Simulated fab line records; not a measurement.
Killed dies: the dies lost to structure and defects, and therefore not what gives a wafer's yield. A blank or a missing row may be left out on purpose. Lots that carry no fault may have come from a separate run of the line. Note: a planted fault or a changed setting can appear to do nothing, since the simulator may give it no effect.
Struck lot and sound lot, side by side || flow sky130 || 26 out of 708 route steps
Sound: these wafers, L258.1, L258.4, L258.6. Wafers L262.2, L262.4, L262.5 were the ones struck. At the end, the cause is stated.
For every step that has rows: the tool of each side, followed by ch and its chambers, followed by its first start. Under that, the readings that differ: sound wafers || struck wafers || difference of the means || sigmas: that difference in standard deviations of wafers without a fault.
alike: readings whose means differ by less than 2 such deviations, and words and numbers that are the same on both sides. not compared: withheld readings, readings that some wafer has no value for, bounds like >300 that may hide the same value, and numbers for which the record gives no deviation and whose values overlap.
The two part at a step that has a row with sigmas, a row that says differs or no value, or rows on one side only. Non-overlapping numbers with no deviation appear without sigmas and do not part them. A reading that every wafer of one side lacks parts them only if that side has two wafers or more.

SKY_PWDE_TW_MEAS_10:
  struck on film_metro-04, day 5 04:23; sound on film_metro-02, day 4 13:59
  alike: PWDE_TW
then, 7 steps without rows for these wafers: SKY_NWELL_DEHYDRATE_03 (time 60 s); SKY_NWELL_HMDS_04 (prime time 60 s); SKY_NWELL_COAT_05 (resist thk 3000 nm); SKY_NWELL_SOFTBAKE_06; SKY_NWELL_EXPOSE_07 (exposes mask NWM, target cd 840 nm); SKY_NWELL_PEB_08; SKY_NWELL_DEVELOP_09 (develop time 60 s).
SKY_NWELL_OVL_MEAS_10:
  struck on overlay-02, day 5 22:29; sound on overlay-02, day 5 07:38
  alike: NWELL_00_OVL
then, 3 steps without rows for these wafers: SKY_NWELL_IMPLANT_11; SKY_NWELL_IMPLANT_12; SKY_NWELL_IMPLANT_13.
SKY_NWELL_STRIP_14: strips in O2/N2.
  sound on plasma_asher-04 ch 0,1, day 5 08:07; struck on plasma_asher-04 ch 0,1, day 5 22:58
  no value came back on the struck wafers for any of 6 readings (chamber_pressure_mTorr (mTorr), drypump_motor_current_A (A) and others); on the sound wafers chamber_pressure_mTorr (mTorr) reads 1500.4 1498.7 1499.9
{"reading": "model.coat_of_NWELL_COAT_05.thk_nm (nm)", "sound": "0 0 0", "struck": "2989 3001 2987", "difference": "+2992", "sigmas": ""}
  not compared: rf_hours_counter_h
SKY_NWELL_TW_MEAS_15:
  struck on film_metro-04, day 5 23:05; sound on film_metro-03, day 5 08:13
  alike: NWELL_TW
then, 7 steps without rows for these wafers: SKY_NWELL_DEHYDRATE_16 (time 60 s); SKY_NWELL_HMDS_17 (prime time 60 s); SKY_NWELL_COAT_18 (resist thk 3000 nm); SKY_NWELL_SOFTBAKE_19; SKY_NWELL_EXPOSE_20 (exposes mask NWM COMPLEMENT, target cd 840 nm); SKY_NWELL_PEB_21; SKY_NWELL_DEVELOP_22 (develop time 60 s).
SKY_NWELL_OVL_MEAS_23:
  struck on overlay-02, day 6 17:26; sound on overlay-01, day 6 02:27
  alike: NWELL_01_OVL
then, 1 step without rows for these wafers: SKY_NWELL_IMPLANT_24.
SKY_NWELL_STRIP_25: strips in O2/N2.
  sound on plasma_asher-02 ch 0,1, day 6 02:38; struck on plasma_asher-03 ch 0,1, day 6 17:37
{"reading": "oes_product_au (a.u.)", "sound": "0.720 0.731 0.730", "struck": "0.740 0.737 0.737", "difference": "+0.011", "sigmas": "+3"}
{"reading": "strip_time_to_endpoint_s (s)", "sound": "36.76 36.84 36.74", "struck": "81.08 81.24 81.07", "difference": "+44.35", "sigmas": "+99 or more"}
  alike: chamber_pressure_mTorr, drypump_motor_current_A, n2_flow_sccm, o2_flow_sccm
  not compared: rf_hours_counter_h
SKY_NWELL_TW_MEAS_26:
  struck on film_metro-04, day 6 17:44; sound on film_metro-03, day 6 02:44
{"reading": "NWELL_2_TW", "sound": "498 499 500", "struck": "30 30 30", "difference": -469, "sigmas": "-99 or more"}
then, 1 step without rows for these wafers: SKY_NWELL_CLEAN_27 (cleans in SC1/SC2, time 150 s).

== WHERE THEY PART ==
Last at SKY_NWELL_TW_MEAS_26 as far as this record goes, first at SKY_NWELL_STRIP_14.

WHY: what had been put in by the simulator
Beginning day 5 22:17, the whole step at SKY_NWELL_STRIP_14 was skipped on plasma_asher-04. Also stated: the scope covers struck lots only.
